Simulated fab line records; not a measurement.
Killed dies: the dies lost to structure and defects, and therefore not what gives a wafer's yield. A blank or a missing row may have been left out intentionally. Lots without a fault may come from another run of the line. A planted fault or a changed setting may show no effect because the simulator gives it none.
fab line records	flow gf180mcu	part 1 of 2: steps 1 to 26 of 35
[record] lots = 5	wafers = 15	lastDay = 34
route steps=602 shown V4@481 MIM@503
lots that met no fault: taken from a fault-free run of the same line
startH: the number of hours between the record's first day and the start of the first shown wafer of the lot	waitH: time in hours since the lot's previous step	" unchanged from the row above	L1.1+2: several wafers, shown together as one row	- no value, or no start was given	* or withheld: withheld	< > ~ a bound
route shown NAME@n: a module of which the file shows steps, and the number in the route of the first	usual: mean/standard deviation of fault-free wafers	same: alike in all rows	chamber/n: place in a boat	sites: per-site readings	_std_site: the standard deviation of these	_edge_site: mean of outer sites minus mean of inner sites	radiusMm: for every site, how far away it sits from the centre of the wafer	mask NAME#n: copy n	behind: the last tool/chamber to shape the wafer	hold: reason for holding the lot/hours on hold/outcome of the hold	device: transistor that didn't switch, given as n, p or np	end of line: the same wafers' tests at the end of the route	step lacking rows: just its recipe	killed: count of dies lost to structure and defects at first sort (not the wafer's yield)	map: the dies of a wafer, with x for killed, . for not killed, _ for no die there
set.NAME: the setting the step ran with; set.NAME@STEP: the setting that earlier step ran with	model.NAME: the simulator's own value behind a step, which no gauge read
lots at selected steps of the route; one table per step, one row per wafer
services: a tool's chamber out of use, with start hour (startH, from the record's first day; less than 0 if before it), hours out, and reason
[[steps]]
[step GF_V4_BOW_MEAS_05]
[recipe] mode = bow
[usual] V4_BOW = 136/8.3
lot.wafer	tool	chamber	startH	waitH	V4_BOW[um]
L076.2	filmMetro-04	-	555.16	0.2	132
L076.3	"	-	"	"	139
L076.4	"	-	"	"	126
L084.1	filmMetro-02	-	629.16	0.1	137
L084.2	"	-	"	"	139
L084.4	"	-	"	"	139
L086.2	filmMetro-04	-	641.57	0.2	132
L086.3	"	-	"	"	127
L086.4	"	-	"	"	126
L090.1	filmMetro-01	-	675.88	0.2	137
L090.2	"	-	"	"	126
L090.4	"	-	"	"	138
L095.1	filmMetro-02	-	701.94	0.1	147
L095.3	"	-	"	"	144
L095.4	"	-	"	"	137
[step GF_V4_DEHYDRATE_06]
[recipe] tempC = 200	timeS = 60
lot.wafer	tool	chamber	startH	waitH
L076.2+3+4	lithoTrack-03	0	566.12	10.9
L084.1+2+4	lithoTrack-03	0	638.54	9.4
L086.2+3+4	lithoTrack-03	0	651.52	9.9
L090.1+2+4	lithoTrack-01	0	684.88	9.0
L095.1+3+4	lithoTrack-03	0	710.69	8.7
[step GF_V4_HMDS_07]
[recipe] primeTimeS = 60	primeTempC = 120
lot.wafer	tool	chamber	startH	waitH
L076.2+3+4	lithoTrack-03	0	566.27	0.1
L084.1+2+4	lithoTrack-03	0	638.69	0.1
L086.2+3+4	lithoTrack-03	0	651.67	0.1
L090.1+2+4	lithoTrack-01	0	685.03	0.1
L095.1+3+4	lithoTrack-03	0	710.84	0.1
[step GF_V4_COAT_08]
[recipe] resist = BARC	tempC = withheld	timeS = withheld	spinRpm = withheld	resistThkNm = withheld
[usual] dispensePressureKPa = 47.0/1.8
lot.wafer	tool	chamber	startH	waitH	dispensePressureKPa
L076.2	lithoTrack-03	0	566.42	0.1	46.7
L076.3	"	0	"	"	46.7
L076.4	"	0	"	"	46.7
L084.1	lithoTrack-03	0	638.84	0.1	46.8
L084.2	"	0	"	"	46.8
L084.4	"	0	"	"	46.8
L086.2	lithoTrack-03	0	651.82	0.1	46.8
L086.3	"	0	"	"	46.8
L086.4	"	0	"	"	46.8
L090.1	lithoTrack-01	0	685.18	0.1	50.1
L090.2	"	0	"	"	50.1
L090.4	"	0	"	"	50.1
L095.1	lithoTrack-03	0	710.99	0.1	46.8
L095.3	"	0	"	"	46.8
L095.4	"	0	"	"	46.9
[step GF_V4_COAT_09]
[recipe] resist = KrF	spinRpm = withheld	resistThkNm = 1000
[usual] dispensePressureKPa = 47.0/1.8
lot.wafer	tool	chamber	startH	waitH	dispensePressureKPa
L076.2	lithoTrack-03	0	-	-	46.8
L076.3	"	0	"	"	46.8
L076.4	"	0	"	"	46.8
L084.1	lithoTrack-03	0	-	-	46.8
L084.2	"	0	"	"	46.8
L084.4	"	0	"	"	46.8
L086.2	lithoTrack-03	0	-	-	46.8
L086.3	"	0	"	"	46.8
L086.4	"	0	"	"	46.8
L090.1	lithoTrack-01	0	-	-	50.1
L090.2	"	0	"	"	50.1
L090.4	"	0	"	"	50.1
L095.1	lithoTrack-03	0	-	-	46.9
L095.3	"	0	"	"	46.8
L095.4	"	0	"	"	46.9
[step GF_V4_SOFTBAKE_10]
[recipe] tempC = 130	timeS = 60	resist = KrF
lot.wafer	tool	chamber	startH	waitH
L076.2+3+4	lithoTrack-03	0	-	-
L084.1+2+4	lithoTrack-03	0	-	-
L086.2+3+4	lithoTrack-03	0	-	-
L090.1+2+4	lithoTrack-01	0	-	-
L095.1+3+4	lithoTrack-03	0	-	-
[step GF_V4_EXPOSE_11]
[recipe] maskId = Via4	targetCdNm = 260	na = 0.68	sourceShape = conventional	sigmaOuter = 0.6	doseMj = 38
[usual] exposureDoseMJCm2 = 37.96/0.046	stageVelMmS = 500.00/0.24
lot.wafer	tool	chamber	startH	waitH	mask	exposureDoseMJCm2	stageVelMmS
L076.2	krfScanner-01	0	-	-	Via4#0	38.03	499.65
L076.3	"	0	"	"	Via4#0	38.03	499.88
L076.4	"	0	"	"	Via4#0	38.05	499.54
L084.1	krfScanner-02	0	-	-	Via4#0	37.97	499.78
L084.2	"	0	"	"	Via4#0	37.97	499.73
L084.4	"	0	"	"	Via4#0	37.99	499.75
L086.2	krfScanner-01	0	-	-	Via4#0	37.87	500.12
L086.3	"	0	"	"	Via4#0	37.86	499.97
L086.4	"	0	"	"	Via4#0	37.94	500.59
L090.1	krfScanner-01	0	-	-	Via4#0	37.95	500.14
L090.2	"	0	"	"	Via4#0	37.99	499.77
L090.4	"	0	"	"	Via4#0	37.92	499.76
L095.1	krfScanner-01	0	-	-	Via4#0	37.92	500.12
L095.3	"	0	"	"	Via4#0	37.92	500.29
L095.4	"	0	"	"	Via4#0	37.94	499.79
[step GF_V4_PEB_12]
[recipe] pebTempC = 135	pebTimeS = 90	resist = KrF
[same] pebTimeS = 90
lot.wafer	tool	chamber	startH	waitH
L076.2+3+4	lithoTrack-02	0	-	-
L084.1+2+4	lithoTrack-01	0	-	-
L086.2+3+4	lithoTrack-03	0	-	-
L090.1+2+4	lithoTrack-03	0	-	-
L095.1+3+4	lithoTrack-02	0	-	-
[step GF_V4_DEVELOP_13]
[recipe] developTimeS = 60	resist = KrF	devTempC = 21
[usual] developerTempC = 20.99/0.11
lot.wafer	tool	chamber	startH	waitH	developerTempC
L076.2	lithoTrack-02	0	577.24	0.2	20.90
L076.3	"	0	"	"	20.89
L076.4	"	0	"	"	20.75
L084.1	lithoTrack-01	0	648.78	0.2	20.92
L084.2	"	0	"	"	20.87
L084.4	"	0	"	"	20.99
L086.2	lithoTrack-03	0	661.72	0.2	21.00
L086.3	"	0	"	"	21.03
L086.4	"	0	"	"	20.89
L090.1	lithoTrack-03	0	694.74	0.2	21.03
L090.2	"	0	"	"	20.90
L090.4	"	0	"	"	20.92
L095.1	lithoTrack-02	0	719.97	0.2	21.13
L095.3	"	0	"	"	21.25
L095.4	"	0	"	"	21.04
[step GF_V4_CD_MEAS_14]
[recipe] targetCdNm = 260
[usual] cdNm = 259.9/1.3
lot.wafer	tool	chamber	startH	waitH	cdNm
L076.2	cdSem-02	-	577.39	0.1	261.1
L076.3	"	-	"	"	261.9
L076.4	"	-	"	"	260.1
L084.1	cdSem-01	-	648.93	0.1	260.2
L084.2	"	-	"	"	259.1
L084.4	"	-	"	"	258.2
L086.2	cdSem-01	-	661.86	0.1	258.3
L086.3	"	-	"	"	257.3
L086.4	"	-	"	"	257.9
L090.1	cdSem-02	-	694.89	0.1	258.8
L090.2	"	-	"	"	259.5
L090.4	"	-	"	"	259.4
L095.1	cdSem-01	-	720.12	0.1	259.7
L095.3	"	-	"	"	258.4
L095.4	"	-	"	"	257.4
[step GF_V4_OVL_MEAS_15]
[usual] V4_OVL = 1/5.7
lot.wafer	tool	chamber	startH	waitH	V4_OVL[nm]
L076.2	overlay-01	-	577.49	0.1	9
L076.3	"	-	"	"	5
L076.4	"	-	"	"	13
L084.1	overlay-01	-	649.05	0.1	7
L084.2	"	-	"	"	4
L084.4	"	-	"	"	-4
L086.2	overlay-02	-	661.97	0.1	-3
L086.3	"	-	"	"	1
L086.4	"	-	"	"	1
L090.1	overlay-02	-	695.01	0.1	11
L090.2	"	-	"	"	5
L090.4	"	-	"	"	14
L095.1	overlay-01	-	720.24	0.1	7
L095.3	"	-	"	"	1
L095.4	"	-	"	"	7
[step GF_V4_ETCH_16]
[recipe] chemistry = N2/H2	targetDepthA = withheld	overetchA = withheld	timeS = withheld	target = BARC	ionEnergyEv = 200	sourceW = 500	biasW = 100	pressureMtorr = 30	n2FlowSccm = 100	h2FlowSccm = 200
[usual] drypumpMotorCurrentA = 5.9/0.41	oesProductAu = 0.855/0.0044	throttleValvePct = 13.226/0.009
lot.wafer	tool	chamber	startH	waitH	drypumpMotorCurrentA	oesProductAu	throttleValvePct
L076.2	rieDiel-04	1	577.52	0.0	5.8	0.854	13.217
L076.3	"	2	"	"	6.2	0.848	13.219
L076.4	"	3	"	"	5.5	0.857	13.226
L084.1	rieDiel-03	2	649.08	0.0	5.1	0.858	13.221
L084.2	"	3	"	"	5.6	0.851	13.213
L084.4	"	2	"	"	5.1	0.860	13.216
L086.2	rieDiel-03	1	662.00	0.0	6.4	0.856	13.221
L086.3	"	3	"	"	5.6	0.851	13.217
L086.4	"	2	"	"	5.1	0.854	13.248
L090.1	rieDiel-03	2	695.05	0.0	5.1	0.858	13.230
L090.2	"	1	"	"	6.3	0.852	13.221
L090.4	"	0	"	"	5.9	0.861	13.232
L095.1	rieDiel-01	0	720.27	0.0	5.6	0.860	13.222
L095.3	"	2	"	"	6.1	0.852	13.232
L095.4	"	1	"	"	6.7	0.857	13.216
[step GF_V4_ETCH_17]
[recipe] chemistry = C4F8/O2/Ar	maskMaterial = KrF	target = SiO2	stopOn = TiN	sourceW = 1500	biasW = 1200	pressureMtorr = 40	c4f8FlowSccm = withheld	O2_flow_sccm = 6	Ar_flow_sccm = 300	timeS = withheld	targetDepthA = 6300
[usual] oesProductAu = 0.856/0.0046
lot.wafer	tool	chamber	startH	waitH	oesProductAu
L076.2	rieDiel-04	1	-	-	0.861
L076.3	"	2	"	"	0.856
L076.4	"	3	"	"	0.856
L084.1	rieDiel-03	2	-	-	0.847
L084.2	"	3	"	"	0.852
L084.4	"	2	"	"	0.842
L086.2	rieDiel-03	1	-	-	0.856
L086.3	"	3	"	"	0.859
L086.4	"	2	"	"	0.850
L090.1	rieDiel-03	2	-	-	0.858
L090.2	"	1	"	"	0.858
L090.4	"	0	"	"	0.850
L095.1	rieDiel-01	0	-	-	0.865
L095.3	"	2	"	"	0.855
L095.4	"	1	"	"	0.867
[step GF_V4_STRIP_18]
[recipe] chemistry = O2/N2	powerW = 1400	pressureMtorr = 1500	platenTempC = 250	o2FlowSccm = 3000	n2FlowSccm = 300	overashFraction = 0.5
[usual] drypumpMotorCurrentA = 5.6/0.55	heaterPowerW = 355/37	oesProductAu = 0.593/0.0051
lot.wafer	tool	chamber	startH	waitH	drypumpMotorCurrentA	heaterPowerW	oesProductAu	rfHoursCounterH
L076.2	plasmaAsher-04	0	577.65	-	4.9	384	0.605	93
L076.3	"	0	"	"	4.9	384	0.595	-
L076.4	"	1	"	"	6.2	427	0.596	-
L084.1	plasmaAsher-04	1	649.21	-	6.1	423	0.599	100
L084.2	"	0	"	"	4.9	382	0.601	100
L084.4	"	0	"	"	4.9	378	0.601	-
L086.2	plasmaAsher-03	1	662.13	-	4.7	304	0.594	90
L086.3	"	1	"	"	4.7	310	0.590	-
L086.4	"	0	"	"	5.9	340	0.597	-
L090.1	plasmaAsher-04	0	695.18	-	4.9	384	0.591	105
L090.2	"	1	"	"	6.2	422	0.596	105
L090.4	"	1	"	"	6.2	433	0.597	-
L095.1	plasmaAsher-03	1	720.40	-	4.7	305	0.591	96
L095.3	"	1	"	"	4.7	300	0.591	-
L095.4	"	0	"	"	5.9	342	0.595	-
[step GF_V4_STRIP_19]
[recipe] chemistry = postEtchResidueRemover	timeS = 1200	tempC = 72.5
lot.wafer	tool	chamber	startH	waitH
L076.2+3+4	wetBench-02	3	577.75	0.1
L084.1+2+4	wetBench-03	1	649.31	0.1
L086.2+3+4	wetBench-03	2	662.23	0.1
L090.1+2+4	wetBench-04	2	695.28	0.1
L095.1+3+4	wetBench-04	1	720.50	0.1
[step GF_V4_CLEAN_20]
[recipe] chemistry = DIW	dry = n2Spin
lot.wafer	tool	chamber	startH	waitH
L076.2+3+4	wetBench-03	2	578.09	0.0
L084.1+2+4	wetBench-02	1	649.66	0.0
L086.2+3+4	wetBench-02	1	662.60	0.0
L090.1+2+4	wetBench-03	0	695.62	0.0
L095.1+3+4	wetBench-03	1	720.87	0.0
[step GF_V4_SPUTTER_21]
[recipe] material = Ti	targetThkNm = 15	chamberPressurePa = 5	powerW = 2500	substrateTempC = 200	timeS = 80.02
[usual] chamberPressurePa = 4.999/0.0097	throttleValvePct = 30.5/0.89
lot.wafer	tool	chamber	startH	waitH	chamberPressurePa	throttleValvePct
L076.2	pvdSputter-02	-	578.19	0.0	4.989	29.7
L076.3	"	-	"	"	5.000	31.2
L076.4	"	-	"	"	5.009	28.9
L084.1	pvdSputter-04	-	649.76	0.0	4.998	30.9
L084.2	"	-	"	"	5.000	30.5
L084.4	"	-	"	"	5.001	30.8
L086.2	pvdSputter-02	-	662.80	0.0	4.990	30.9
L086.3	"	-	"	"	4.997	30.5
L086.4	"	-	"	"	4.991	30.1
L090.1	pvdSputter-02	-	695.72	0.0	4.988	28.7
L090.2	"	-	"	"	4.985	30.4
L090.4	"	-	"	"	4.980	30.9
L095.1	pvdSputter-02	-	720.96	0.0	4.992	30.1
L095.3	"	-	"	"	5.007	30.5
L095.4	"	-	"	"	5.015	31.1
[step GF_V4_SPUTTER_22]
[recipe] material = TiN	targetThkNm = 10	chamberPressurePa = 5	powerW = 4000	timeS = 40
[usual] chamberPressurePa = 4.999/0.0089	throttleValvePct = 30.5/0.89
lot.wafer	tool	chamber	startH	waitH	chamberPressurePa	throttleValvePct
L076.2	pvdSputter-02	-	578.25	0.0	4.989	30.0
L076.3	"	-	"	"	4.991	31.0
L076.4	"	-	"	"	4.993	28.9
L084.1	pvdSputter-04	-	649.82	0.0	4.993	30.6
L084.2	"	-	"	"	4.994	30.9
L084.4	"	-	"	"	5.008	31.0
L086.2	pvdSputter-02	-	662.86	0.0	5.001	31.2
L086.3	"	-	"	"	4.994	30.5
L086.4	"	-	"	"	5.014	29.9
L090.1	pvdSputter-02	-	695.78	0.0	4.986	29.0
L090.2	"	-	"	"	5.006	30.6
L090.4	"	-	"	"	4.991	31.1
L095.1	pvdSputter-02	-	721.03	0.0	4.994	29.9
L095.3	"	-	"	"	5.006	30.5
L095.4	"	-	"	"	4.985	31.0
[step GF_V4_CVD_23]
[recipe] material = W	targetThkNm = 350	timeS = 104.9	tempC = 400	pressureTorr = 40
[usual] heaterPowerW = 882/53
lot.wafer	tool	chamber	startH	waitH	heaterPowerW
L076.2	cvdW-02	1	578.29	0.0	892
L076.3	"	0	"	"	809
L076.4	"	1	"	"	880
L084.1	cvdW-02	0	649.86	0.0	804
L084.2	"	1	"	"	901
L084.4	"	1	"	"	888
L086.2	cvdW-02	0	662.90	0.0	816
L086.3	"	0	"	"	812
L086.4	"	1	"	"	871
L090.1	cvdW-01	1	695.82	0.0	914
L090.2	"	0	"	"	958
L090.4	"	1	"	"	923
L095.1	cvdW-02	0	721.06	0.0	815
L095.3	"	1	"	"	915
L095.4	"	0	"	"	829
[step GF_V4_RS_MEAS_24]
[recipe] thkMeasGauge = four-point-probe	reads = W_of_V4_CVD_23+TiN_of_V4_SPUTTER_22+Ti_of_V4_SPUTTER_21
[usual] V4_W_RS = 0.327/0.0051
lot.wafer	tool	chamber	startH	waitH	V4_W_RS[ohm/sq]
L076.2	filmMetro-04	-	578.43	0.1	0.325
L076.3	"	-	"	"	0.332
L076.4	"	-	"	"	0.321
L084.1	filmMetro-04	-	649.97	0.1	0.331
L084.2	"	-	"	"	0.325
L084.4	"	-	"	"	0.321
L086.2	filmMetro-04	-	663.03	0.1	0.332
L086.3	"	-	"	"	0.332
L086.4	"	-	"	"	0.325
L090.1	filmMetro-02	-	695.93	0.1	0.322
L090.2	"	-	"	"	0.329
L090.4	"	-	"	"	0.324
L095.1	filmMetro-02	-	721.18	0.1	0.329
L095.3	"	-	"	"	0.325
L095.4	"	-	"	"	0.334
[step GF_V4_THK_MEAS_25]
[recipe] thkMeasGauge = xrf	reads = W_of_V4_CVD_23
[usual] V4_W_THK = 358/6.2
lot.wafer	tool	chamber	startH	waitH	V4_W_THK[nm]
L076.2	filmMetro-04	-	578.54	0.1	364
L076.3	"	-	"	"	357
L076.4	"	-	"	"	368
L084.1	filmMetro-04	-	650.09	0.1	357
L084.2	"	-	"	"	365
L084.4	"	-	"	"	369
L086.2	filmMetro-04	-	663.14	0.1	359
L086.3	"	-	"	"	356
L086.4	"	-	"	"	364
L090.1	filmMetro-02	-	696.05	0.1	360
L090.2	"	-	"	"	352
L090.4	"	-	"	"	356
L095.1	filmMetro-02	-	721.30	0.1	352
L095.3	"	-	"	"	356
L095.4	"	-	"	"	349
[step GF_V4_CMP_26]
[recipe] stopOn = SiO2	downForcePsi = 3.5	platenRpm = 60	tOverpolishS = 15	targetThkNm = 0	padVelocityMS = 0.94248
[usual] headPressurePsi = 3.501/0.0076	motorCurrentA = 11.0/1.2	overpolishRunS = 14.999/0.0089	timeToEndpointS = 86/3.7
lot.wafer	tool	chamber	startH	waitH	headPressurePsi	motorCurrentA	overpolishRunS	timeToEndpointS
L076.4	cmp-01	3	578.64	0.1	3.513	11.3	14.997	92
L076.3	"	0	"	"	3.499	9.7	15.001	85
L076.2	"	1	"	"	3.492	11.3	15.004	88
L084.4	cmp-02	3	650.15	0.0	3.502	10.8	14.997	88
L084.2	"	0	"	"	3.493	12.9	15.006	85
L084.1	"	1	"	"	3.497	9.3	14.996	87
L086.2	cmp-01	0	663.19	0.0	3.498	9.5	14.993	81
L086.4	"	1	"	"	3.502	12.1	14.991	84
L086.3	"	2	"	"	3.499	10.6	15.003	82
L090.4	cmp-01	3	696.11	0.0	3.491	11.8	15.014	93
L090.2	"	0	"	"	3.493	9.7	14.989	88
L090.1	"	2	"	"	3.502	10.5	15.006	90
L095.4	cmp-02	3	721.41	0.1	3.503	11.3	14.998	81
L095.3	"	0	"	"	3.490	12.9	14.987	80
L095.1	"	1	"	"	3.498	9.4	14.996	86
[step GF_MIM_SPUTTER_00]
[recipe] material = Ti	targetThkNm = 37.5	arrivingIonEnergyEv = 80	substrateTempC = 200	chamberPressurePa = 2	powerW = 4000	timeS = 150
[usual] chamberPressurePa = 2.000/0.0035	throttleValvePct = 30.6/1
lot.wafer	tool	chamber	startH	waitH	chamberPressurePa	throttleValvePct
L076.2	pvdSputter-01	-	578.89	0.1	2.001	30.3
L076.3	"	-	"	"	1.996	32.5
L076.4	"	-	"	"	2.001	30.6
L084.1	pvdSputter-02	-	650.45	0.1	2.003	30.5
L084.2	"	-	"	"	1.995	30.9
L084.4	"	-	"	"	1.999	29.8
L086.2	pvdSputter-01	-	663.49	0.2	1.994	30.5
L086.3	"	-	"	"	2.005	32.8
L086.4	"	-	"	"	1.996	30.2
L090.1	pvdSputter-01	-	696.41	0.1	1.999	32.7
L090.2	"	-	"	"	2.003	30.8
L090.4	"	-	"	"	2.002	30.8
L095.1	pvdSputter-01	-	721.66	0.1	1.999	30.8
L095.3	"	-	"	"	1.999	32.4
L095.4	"	-	"	"	2.001	32.9
[step GF_MIM_SPUTTER_01]
[recipe] material = TiN	targetThkNm = 30	powerW = 6500	timeS = 25	chamberPressurePa = 0.4
[usual] chamberPressurePa = 0.4001/0.0008	throttleValvePct = 30.6/0.99
lot.wafer	tool	chamber	startH	waitH	chamberPressurePa	throttleValvePct
L076.2	pvdSputter-01	-	578.99	0.1	0.3995	30.5
L076.3	"	-	"	"	0.4003	32.6
L076.4	"	-	"	"	0.4010	30.8
L084.1	pvdSputter-02	-	650.55	0.1	0.4006	30.4
L084.2	"	-	"	"	0.3997	30.9
L084.4	"	-	"	"	0.4007	29.9
L086.2	pvdSputter-01	-	663.59	0.1	0.4007	31.0
L086.3	"	-	"	"	0.3999	32.9
L086.4	"	-	"	"	0.4014	30.5
L090.1	pvdSputter-01	-	696.51	0.1	0.4001	32.8
L090.2	"	-	"	"	0.4013	30.7
L090.4	"	-	"	"	0.4006	30.7
L095.1	pvdSputter-01	-	721.76	0.1	0.4013	30.8
L095.3	"	-	"	"	0.4004	32.8
L095.4	"	-	"	"	0.4004	32.7
[step GF_MIM_SPUTTER_02]
[recipe] material = AlCu	targetThkNm = 450	powerW = 10600	timeS = 23.9	chamberPressurePa = 0.4
[usual] chamberPressurePa = 0.3998/0.00087	throttleValvePct = 30.6/1
lot.wafer	tool	chamber	startH	waitH	chamberPressurePa	throttleValvePct
L076.2	pvdSputter-01	-	579.02	0.0	0.3988	30.4
L076.3	"	-	"	"	0.4001	32.6
L076.4	"	-	"	"	0.3999	30.8
L084.1	pvdSputter-02	-	650.58	0.0	0.3989	30.3
L084.2	"	-	"	"	0.3987	30.9
L084.4	"	-	"	"	0.4006	29.7
L086.2	pvdSputter-01	-	663.62	0.0	0.3995	30.6
L086.3	"	-	"	"	0.4000	32.4
L086.4	"	-	"	"	0.3997	30.5
L090.1	pvdSputter-01	-	696.54	0.0	0.3994	32.7
L090.2	"	-	"	"	0.3991	30.9
L090.4	"	-	"	"	0.4002	30.5
L095.1	pvdSputter-01	-	721.79	0.0	0.4009	30.5
L095.3	"	-	"	"	0.4003	32.6
L095.4	"	-	"	"	0.4010	32.6
[step GF_MIM_SPUTTER_03]
[recipe] material = Ti	targetThkNm = 10	substrateTempC = 300	chamberPressurePa = 0.3	powerW = 3000	timeS = 6.7
[usual] chamberPressurePa = 0.3000/0.0006	throttleValvePct = 30.6/1
lot.wafer	tool	chamber	startH	waitH	chamberPressurePa	throttleValvePct
L076.2	pvdSputter-01	-	579.05	0.0	0.3001	30.2
L076.3	"	-	"	"	0.2999	32.8
L076.4	"	-	"	"	0.2994	30.8
L084.1	pvdSputter-02	-	650.61	0.0	0.2999	30.5
L084.2	"	-	"	"	0.2993	30.9
L084.4	"	-	"	"	0.2999	29.9
L086.2	pvdSputter-01	-	663.65	0.0	0.2990	30.6
L086.3	"	-	"	"	0.3000	32.7
L086.4	"	-	"	"	0.2996	30.1
L090.1	pvdSputter-01	-	696.57	0.0	0.3002	32.7
L090.2	"	-	"	"	0.2995	30.5
L090.4	"	-	"	"	0.2996	30.8
L095.1	pvdSputter-01	-	721.82	0.0	0.3011	30.8
L095.3	"	-	"	"	0.2999	32.5
L095.4	"	-	"	"	0.3004	33.0
